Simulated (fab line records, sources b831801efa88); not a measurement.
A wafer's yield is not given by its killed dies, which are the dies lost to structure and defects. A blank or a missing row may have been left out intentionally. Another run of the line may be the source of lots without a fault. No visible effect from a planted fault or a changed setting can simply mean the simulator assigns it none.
Matching of chambers || flow sky130 || SKY_FIELD_ISO_ETCH_15 on rie diel-04 has 4 sister chambers
The step etches the open film in CHF3/O2, stops on Si, target depth 180 nm, time 72 s. 14 wafers are shown with their chamber, then 7 later ones without.

WAFERS WITH THEIR CHAMBER
{"wafer": "L917.1", "chamber": 0, "drypump motor current A (A)": 6.7, "throttle valve pct (%)": 8.853, "oes product au (a.u.)": 0.956}
{"wafer": "L917.5", "chamber": 1, "drypump motor current A (A)": 5.6, "throttle valve pct (%)": 8.845, "oes product au (a.u.)": 0.947}
{"wafer": "L917.6", "chamber": 0, "drypump motor current A (A)": 6.7, "throttle valve pct (%)": 8.852, "oes product au (a.u.)": 0.950}
{"wafer": "L919.1", "chamber": 1, "drypump motor current A (A)": 5.6, "throttle valve pct (%)": 8.841, "oes product au (a.u.)": 0.952}
{"wafer": "L919.2", "chamber": 2, "drypump motor current A (A)": 5.7, "throttle valve pct (%)": 8.828, "oes product au (a.u.)": 0.943}
{"wafer": "L919.6", "chamber": 2, "drypump motor current A (A)": 5.7, "throttle valve pct (%)": 8.837, "oes product au (a.u.)": 0.951}
{"wafer": "L929.1", "chamber": 1, "drypump motor current A (A)": 5.6, "throttle valve pct (%)": 8.868, "oes product au (a.u.)": 0.951}
{"wafer": "L929.2", "chamber": 3, "drypump motor current A (A)": 5.5, "throttle valve pct (%)": 8.863, "oes product au (a.u.)": 0.951}
{"wafer": "L929.4", "chamber": 0, "drypump motor current A (A)": 6.7, "throttle valve pct (%)": 8.848, "oes product au (a.u.)": 0.944}
{"wafer": "L930.2", "chamber": 3, "drypump motor current A (A)": 5.6, "throttle valve pct (%)": 8.856, "oes product au (a.u.)": 0.951}
{"wafer": "L930.3", "chamber": 0, "drypump motor current A (A)": 6.7, "throttle valve pct (%)": 8.850, "oes product au (a.u.)": 0.952}
{"wafer": "L930.6", "chamber": 0, "drypump motor current A (A)": 6.7, "throttle valve pct (%)": 8.842, "oes product au (a.u.)": 0.952}
{"wafer": "L931.1", "chamber": 1, "drypump motor current A (A)": 5.6, "throttle valve pct (%)": 8.852, "oes product au (a.u.)": 0.949}
{"wafer": "L931.4", "chamber": 0, "drypump motor current A (A)": 6.7, "throttle valve pct (%)": 8.836, "oes product au (a.u.)": 0.953}

SIGNATURES, as means of the wafers listed above
{"reading": "drypump motor current A", "chamber 0": 6.700, "chamber 1": 5.600, "chamber 2": 5.700, "chamber 3": 5.550, "scatter within a chamber": 0.0224}
{"reading": "throttle valve pct", "chamber 0": 8.84683, "chamber 1": 8.85150, "chamber 2": 8.83250, "chamber 3": 8.85950, "scatter within a chamber": 0.00841}
{"reading": "oes product au", "chamber 0": 0.95117, "chamber 1": 0.94975, "chamber 2": 0.94700, "chamber 3": 0.95100, "scatter within a chamber": 0.00357}
Rule: for a wafer and a chamber, the distance is found by dividing, reading by reading, the gap between the wafer's reading and the chamber's mean by the reading's scatter, squaring, summing and taking the root. The wafer belongs to the nearest chamber; if the next one is less than 2 further off, it can't be placed. How the scatter is found: for the shown wafers, subtract from each reading the mean of its chamber, square and add these, divide the total by (wafers less chambers), then take the root.

WAFERS MISSING THEIR CHAMBER
{"wafer": "L931.5", "drypump motor current A (A)": 5.7, "throttle valve pct (%)": 8.834, "oes product au (a.u.)": 0.951}
{"wafer": "L933.1", "drypump motor current A (A)": 5.7, "throttle valve pct (%)": 8.831, "oes product au (a.u.)": 0.935}
{"wafer": "L933.2", "drypump motor current A (A)": 6.7, "throttle valve pct (%)": 8.830, "oes product au (a.u.)": 0.940}
{"wafer": "L933.5", "drypump motor current A (A)": 5.7, "throttle valve pct (%)": 8.850, "oes product au (a.u.)": 0.936}
{"wafer": "L934.1", "drypump motor current A (A)": 6.6, "throttle valve pct (%)": 8.851, "oes product au (a.u.)": 0.948}
{"wafer": "L934.5", "drypump motor current A (A)": 6.7, "throttle valve pct (%)": 8.868, "oes product au (a.u.)": 0.950}
{"wafer": "L934.6", "drypump motor current A (A)": 5.6, "throttle valve pct (%)": 8.852, "oes product au (a.u.)": 0.953}

EACH ONE'S CHAMBER
{"wafer": "L931.5", "from the rows above": 2, "in truth": 2}
{"wafer": "L933.1", "from the rows above": 2, "in truth": 2}
{"wafer": "L933.2", "from the rows above": 0, "in truth": 0}
{"wafer": "L933.5", "from the rows above": 2, "in truth": 2}
{"wafer": "L934.1", "from the rows above": 0, "in truth": 0}
{"wafer": "L934.5", "from the rows above": 0, "in truth": 0}
{"wafer": "L934.6", "from the rows above": "can't be placed: 1 or 3", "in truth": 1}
Correctly placed: 6 of 7. Not placeable from these rows: 1 (in 1, the candidates include the true chamber). Wrongly placed: 0.
